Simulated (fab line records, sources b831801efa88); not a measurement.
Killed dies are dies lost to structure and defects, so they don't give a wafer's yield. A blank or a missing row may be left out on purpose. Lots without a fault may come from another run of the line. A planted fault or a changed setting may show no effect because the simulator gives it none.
Which tool did it? | flow sky130 | 13 lots, 39 wafers sampled, at 5 steps of a route of 708

WHAT THE GAUGES READ, wafer by wafer
SKY_DNWELL_TW_MEAS_09.
lot  | measured    | on            | DNWELL_TW
L271 | day 3 12:35 | film_metro-03 | 1111 1106 1116
L273 | day 3 15:12 | film_metro-04 | 1119 1110 1125
L275 | day 3 21:14 | film_metro-01 | 1119 1118 1116
L276 | day 4 08:23 | film_metro-01 | 1125 1125 1121
L278 | day 4 17:46 | film_metro-04 | 1103 1104 1110
L279 | day 4 22:32 | film_metro-01 | 1111 1115 1108
L280 | day 5 05:56 | film_metro-01 | 1124 1125 1123
L283 | day 6 03:22 | film_metro-04 | 1104 1106 1106
L285 | day 6 11:40 | film_metro-03 | 1113 1116 1114
L288 | day 6 23:23 | film_metro-04 | 1111 1111 1108
L289 | day 7 08:24 | film_metro-01 | 1117 1120 1119
L291 | day 7 14:37 | film_metro-01 | 1121 1121 1119
L294 | day 8 10:19 | film_metro-01 | 1133 1134 1133

SKY_VT_ADJUST_NCORE_CD_MEAS_07: target cd 380 nm.
lot  | measured     | on        | cd_nm (nm)
L271 | day 8 23:23  | cd_sem-02 | 378.0 378.0 378.5
L273 | day 9 02:56  | cd_sem-01 | 378.9 379.3 379.9
L275 | day 9 09:36  | cd_sem-02 | 382.3 380.4 378.9
L276 | day 9 22:24  | cd_sem-01 | 377.5 375.0 376.9
L278 | day 10 11:29 | cd_sem-01 | 381.1 378.9 381.3
L279 | day 10 18:22 | cd_sem-02 | 382.1 380.6 380.9
L280 | day 11 05:53 | cd_sem-01 | 379.1 379.2 378.4
L283 | day 12 10:02 | cd_sem-02 | 382.4 380.3 381.4
L285 | day 12 20:31 | cd_sem-02 | 383.2 379.7 379.9
L288 | day 13 12:16 | cd_sem-01 | 396.8 380.5 393.5
L289 | day 13 23:23 | cd_sem-02 | 380.0 378.9 394.3
L291 | day 14 06:32 | cd_sem-01 | 380.2 377.3 377.1
L294 | day 15 08:37 | cd_sem-02 | 376.2 379.0 378.0

SKY_VT_ADJUST_PCH_TW_MEAS_10.
lot  | measured     | on            | VT_ADJUST_PCH_TW
L271 | day 10 19:05 | film_metro-04 | 142.3 142.3 142.0
L273 | day 10 23:11 | film_metro-02 | 141.5 141.6 141.0
L275 | day 11 07:16 | film_metro-04 | 142.9 142.9 142.6
L276 | day 11 20:57 | film_metro-02 | 141.7 141.9 142.1
L278 | day 12 11:19 | film_metro-02 | 141.2 141.9 140.8
L279 | day 12 18:55 | film_metro-02 | 141.7 142.6 141.9
L280 | day 13 07:11 | film_metro-02 | 139.7 140.0 140.5
L283 | day 14 16:29 | film_metro-02 | 141.8 142.1 142.1
L285 | day 15 00:50 | film_metro-03 | 143.0 142.0 143.0
L288 | day 15 20:04 | film_metro-02 | 141.9 141.9 141.6
L289 | day 16 06:32 | film_metro-03 | 144.6 143.9 143.5
L291 | day 16 15:02 | film_metro-04 | 141.4 142.0 142.7
L294 | day 17 18:13 | film_metro-03 | 143.9 143.6 142.2

WHICH TOOL RAN EACH LOT (tool, then ch and the chambers of the sampled wafers, then the start)
lot  | SKY_VT_ADJUST_LVTN_STRIP_09          | SKY_VT_ADJUST_NCORE_DEVELOP_06
L271 | plasma_asher-03 ch 0,1, day 7 06:14  | litho_track-04 ch 0, day 8 23:14
L273 | plasma_asher-04 ch 0,1, day 7 10:21  | litho_track-04 ch 0, day 9 02:48
L275 | plasma_asher-03 ch 0, day 7 16:26    | litho_track-04 ch 0, day 9 09:27
L276 | plasma_asher-02 ch 0,1, day 8 04:57  | litho_track-01 ch 0, day 9 22:10
L278 | plasma_asher-03 ch 0,1, day 8 16:58  | litho_track-01 ch 0, day 10 11:20
L279 | plasma_asher-02 ch 0,1, day 8 22:35  | litho_track-01 ch 0, day 10 18:14
L280 | plasma_asher-03 ch 0,1, day 9 09:16  | litho_track-04 ch 0, day 11 05:45
L283 | plasma_asher-04 ch 0,1, day 10 10:40 | litho_track-04 ch 0, day 12 09:53
L285 | plasma_asher-04 ch 0,1, day 10 21:06 | litho_track-03 ch 0, day 12 20:22
L288 | plasma_asher-03 ch 0,1, day 11 12:20 | litho_track-01 ch 0, day 13 12:08
L289 | plasma_asher-04 ch 0,1, day 11 22:30 | litho_track-01 ch 0, day 13 23:15
L291 | plasma_asher-04 ch 0,1, day 12 04:50 | litho_track-03 ch 0, day 14 06:23
L294 | plasma_asher-02 ch 0,1, day 13 03:44 | litho_track-03 ch 0, day 15 08:28
- SKY_VT_ADJUST_LVTN_STRIP_09: strips in O2/N2.
- SKY_VT_ADJUST_NCORE_DEVELOP_06: develop time 60 s.

WHAT THE TOOLS THEMSELVES READ (means of the sampled wafers that have a number; where no wafer has one, the mark that the record gives instead)
SKY_VT_ADJUST_LVTN_STRIP_09.
lot  | tool            | drypump_motor_current_A (A) | oes_product_au (a.u.) | strip_time_to_endpoint_s (s)
L271 | plasma_asher-03 | 5.3                         | 0.722                 | 37.07
L273 | plasma_asher-04 | 5.8                         | 0.724                 | 36.91
L275 | plasma_asher-03 | 5.4                         | 0.727                 | 36.98
L276 | plasma_asher-02 | 5.6                         | 0.727                 | 37.05
L278 | plasma_asher-03 | 5.3                         | 0.723                 | 37.03
L279 | plasma_asher-02 | 5.8                         | 0.723                 | 37.07
L280 | plasma_asher-03 | 5.3                         | 0.721                 | 36.96
L283 | plasma_asher-04 | 5.8                         | 0.717                 | 36.83
L285 | plasma_asher-04 | 5.8                         | 0.719                 | 36.90
L288 | plasma_asher-03 | 5.3                         | 0.725                 | 37.00
L289 | plasma_asher-04 | 5.8                         | 0.725                 | 37.03
L291 | plasma_asher-04 | 5.8                         | 0.723                 | 36.90
L294 | plasma_asher-02 | 5.6                         | 0.718                 | 37.00

THE ANSWER, worked out from the rows above alone
Rule: what is usual is taken from the lots themselves. Put in order of their means at a reading, lots are off if they are a third of the lots or fewer, leave a main group of 4 or more, and stand apart from it by a gap of 3 or more times the standard deviation of the main group's means; of several such gaps the widest counts. A main group whose means are all the same, to the digits that the tables above print for the reading, isn't used. A lot without any number at a reading at which 4 lots or more have one is off too. The other lots that the step has rows for count as sound. The gauges are gone through in route order, then the tools' own readings, and for those a lot's mean is taken as printed above. The first step at which some lot is off is used, and at that step the reading that is off furthest; a lot without a number counts as furthest.
No lot is off at any reading shown: from this, nothing can be told.

WHAT THE SIMULATOR HAD PUT IN
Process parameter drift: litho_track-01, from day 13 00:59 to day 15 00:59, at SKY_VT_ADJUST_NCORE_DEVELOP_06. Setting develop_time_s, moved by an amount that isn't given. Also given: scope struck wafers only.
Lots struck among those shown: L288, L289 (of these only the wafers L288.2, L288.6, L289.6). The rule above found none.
